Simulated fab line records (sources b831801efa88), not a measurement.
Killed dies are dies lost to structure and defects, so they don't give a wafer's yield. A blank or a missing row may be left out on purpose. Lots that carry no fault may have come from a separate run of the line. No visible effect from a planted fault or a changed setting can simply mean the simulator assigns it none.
Tool commonality check ; flow gf180mcu ; 12 lots, 35 wafers sampled

## WHY IT WAS OPENED
Of 12 lots, 2 have the reading DNWELL_TW flagged at GF_DNWELL_TW_MEAS_09. No-fault wafers: 1343, standard deviation 13.
Rule: a lot is flagged when every wafer of it that has a number lies more than 4 standard deviations from that mean, or none has a number. As for the other lots, they are considered sound.

lot;measured;on;DNWELL_TW, wafer by wafer;flag
L569;day 2 18:43;film-metro-04;1341 1347;
L570;day 3 00:34;film-metro-04;1326 1330 1333;
L571;day 3 05:50;film-metro-02;1369 1368 1373;
L572;day 3 10:20;film-metro-02;1383 1380 1382;
L573;day 3 17:22;film-metro-03;1335 1341 1337;
L574;day 3 21:07;film-metro-02;1363 1362 1354;
L577;day 4 12:04;film-metro-03;1169 1176 1165;FLAGGED
L578;day 4 19:43;film-metro-04;1192 1191 1194;FLAGGED
L580;day 5 05:28;film-metro-04;1341 1334 1336;
L588;day 6 23:40;film-metro-03;1336 1345 1338;
L590;day 7 10:18;film-metro-02;1356 1363 1358;
L592;day 7 20:08;film-metro-03;1347 1341 1349;
The mean of the flagged lots' numbers is 1181, -162 from the usual (-12 standard deviations).

## WHICH TOOL EACH LOT WENT THROUGH
The record holds 1 process step before the reading, out of a route of 602 steps. Every cell lists first the tool, next ch and the chambers used by the sampled wafers, and last the start.
lot;flag;GF_DNWELL_IMPLANT_07
L569;;implanter-02 ch 0, day 2 18:28
L570;;implanter-01 ch 0, day 3 00:20
L571;;implanter-02 ch 0, day 3 05:37
L572;;implanter-01 ch 0, day 3 10:07
L573;;implanter-04 ch 0, day 3 17:07
L574;;implanter-02 ch 0, day 3 20:52
L577;FLAGGED;implanter-02 ch 0, day 4 11:50
L578;FLAGGED;implanter-02 ch 0, day 4 19:28
L580;;implanter-01 ch 0, day 5 05:13
L588;;implanter-04 ch 0, day 6 23:25
L590;;implanter-04 ch 0, day 7 10:05
L592;;implanter-04 ch 0, day 7 19:55
These steps, and what they do:
- GF_DNWELL_IMPLANT_07
- GF_DNWELL_TW_MEAS_09

## FLAGGED OVER TOTAL, TOOL BY TOOL (the gauges that took the reading come last)
step;tool;lots run;flagged;share of the flagged lots;sound lots run after its first flagged lot
GF_DNWELL_IMPLANT_07;implanter-01;3;0;none;-
GF_DNWELL_IMPLANT_07;implanter-02;5;2;all;0
GF_DNWELL_IMPLANT_07;implanter-04;4;0;none;-
GF_DNWELL_TW_MEAS_09;film-metro-02;4;0;none;-
GF_DNWELL_TW_MEAS_09;film-metro-03;4;1;some;2 (L588,L592)
GF_DNWELL_TW_MEAS_09;film-metro-04;4;1;some;1 (L580)

## THE TABLE: WHAT IT ALLOWS
Rows of the table that ran each flagged lot: 1, that is implanter-02 at GF_DNWELL_IMPLANT_07.
- implanter-02 at GF_DNWELL_IMPLANT_07: 2 of its 5 lots flagged. It ran its last sound lot, L574, at day 3 20:52 and its first flagged lot, L577, at day 4 11:50: a fault with its onset between the two fits. Its own readings (dose-ions-cm2, faraday-current-uA) fall more than 4 standard deviations out on all wafers of the flagged lots.
What remains is a single tool, implanter-02 at GF_DNWELL_IMPLANT_07.

## WHAT WAS PUT IN BY THE SIMULATOR
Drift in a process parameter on implanter-02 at GF_DNWELL_IMPLANT_07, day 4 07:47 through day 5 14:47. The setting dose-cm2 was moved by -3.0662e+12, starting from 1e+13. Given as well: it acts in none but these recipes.
Lots struck among those shown: L577, L578. Same finding as the rule above.
